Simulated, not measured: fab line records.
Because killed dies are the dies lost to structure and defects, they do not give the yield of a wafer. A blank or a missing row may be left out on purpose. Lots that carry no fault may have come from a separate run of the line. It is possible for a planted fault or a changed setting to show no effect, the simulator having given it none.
Split-lot study	flow gf180mcu	5 lots, 23 wafers read, on a route of 602 steps

## THE SPLIT ITSELF
At GF_TOP_METAL_SPUTTER_03 (material Ti, target thk 5 nm, time 3.3 s), the setting powerW was moved away from the recipe's 3000 W on 12 of the 23 wafers read, by -11.4% to +7.3%. The other wafers ran this setting at the recipe's value.

Reading taken at the split's own step.

## THE READING
Ti_of_TOP_METAL_SPUTTER_03.thkNm (the simulator's own value, which no gauge read), in nm, at GF_TOP_METAL_SPUTTER_03 (material Ti, target thk 5 nm, time 3.3 s). The file gives no usual value for it. Here, 11 wafers ran the recipe; their average is 5.045 nm with a standard deviation of 0.07 nm.

wafer	tool, chamber at the split	powerW as run, W	against the recipe	Ti_of_TOP_METAL_SPUTTER_03.thkNm, nm	against lot-mates on the recipe
L076.1	pvdSputter-04, -	3000	recipe	4.962	-
L076.2	pvdSputter-04, -	2701	-10.0%	4.543	-0.434
L076.3	pvdSputter-04, -	2701	-10.0%	4.632	-0.346
L076.4	pvdSputter-04, -	3000	recipe	4.993	-
L076.5	pvdSputter-04, -	2701	-10.0%	4.539	-0.439
L079.2	pvdSputter-04, -	3000	recipe	5.037	-
L079.3	pvdSputter-04, -	3000	recipe	5.189	-
L079.6	pvdSputter-04, -	3000	recipe	5.076	-
L083.2	pvdSputter-01, -	2859	-4.7%	4.895	-0.180
L083.3	pvdSputter-01, -	2859	-4.7%	4.853	-0.222
L083.4	pvdSputter-01, -	3000	recipe	5.1	-
L083.5	pvdSputter-01, -	2859	-4.7%	4.758	-0.317
L083.6	pvdSputter-01, -	3000	recipe	5.049	-
L084.1	pvdSputter-04, -	3000	recipe	5.002	-
L084.2	pvdSputter-04, -	3000	recipe	4.959	-
L084.3	pvdSputter-04, -	2659	-11.4%	4.347	-0.633
L084.5	pvdSputter-04, -	2659	-11.4%	4.415	-0.565
L084.6	pvdSputter-04, -	2659	-11.4%	4.439	-0.541
L085.1	pvdSputter-03, -	3000	recipe	5.132	-
L085.2	pvdSputter-03, -	3219	+7.3%	5.443	+0.377
L085.3	pvdSputter-03, -	3000	recipe	5	-
L085.4	pvdSputter-03, -	3219	+7.3%	5.284	+0.218
L085.5	pvdSputter-03, -	3219	+7.3%	5.233	+0.167

FIT RESULTS
A straight line over all 23 wafers: Ti_of_TOP_METAL_SPUTTER_03.thkNm changes by +0.0483 nm for each +1% of powerW; r = +0.96; the points scatter about the line by 0.08 nm.
The same after taking each lot's own level away (the mean of its wafers on the recipe; 23 wafers): +0.0436 nm for each +1%; r = +0.97; scatter 0.068 nm.
On that fit, the largest move of powerW shifts the reading by 0.5 nm.
Across the lots, their own levels run from 4.9775 to 5.1007 nm, a range of 1.8 times the standard deviation given above.
In other words, the slope is changed by the lot-to-lot level; the two fits disagree.
Check: with one of the wafers moved furthest among these (-11.4%) left out of the fit, the line predicts -0.495 nm for it against its lot-mates. It came out at -0.633 nm against them.

## OTHER SPLITS ON THESE WAFERS
Other splits were also applied to these wafers ahead of the reading. Each is held against what the fit with the lots' levels taken away leaves over:
other split on the same wafers	wafers away from the commonest value	r with Ti_of_TOP_METAL_SPUTTER_03.thkNm (lot level and that fit taken away)
GF_V1_SPUTTER_21 powerW	5	+0.23
GF_M2_SPUTTER_02 chamberPressurePa	15	+0.07
GF_V2_SPUTTER_21 chamberPressurePa	15	+0.05
GF_M4_SPUTTER_03 powerW	7	+0.27
GF_MIM_SPUTTER_09 powerW	8	+0.38
GF_TOP_METAL_SPUTTER_02 timeS	8	+0.27

## THE FILE'S OWN FIT
Ti_of_TOP_METAL_SPUTTER_03.thkNm changes by +0.0448 nm for each +1% of powerW, r = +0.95.
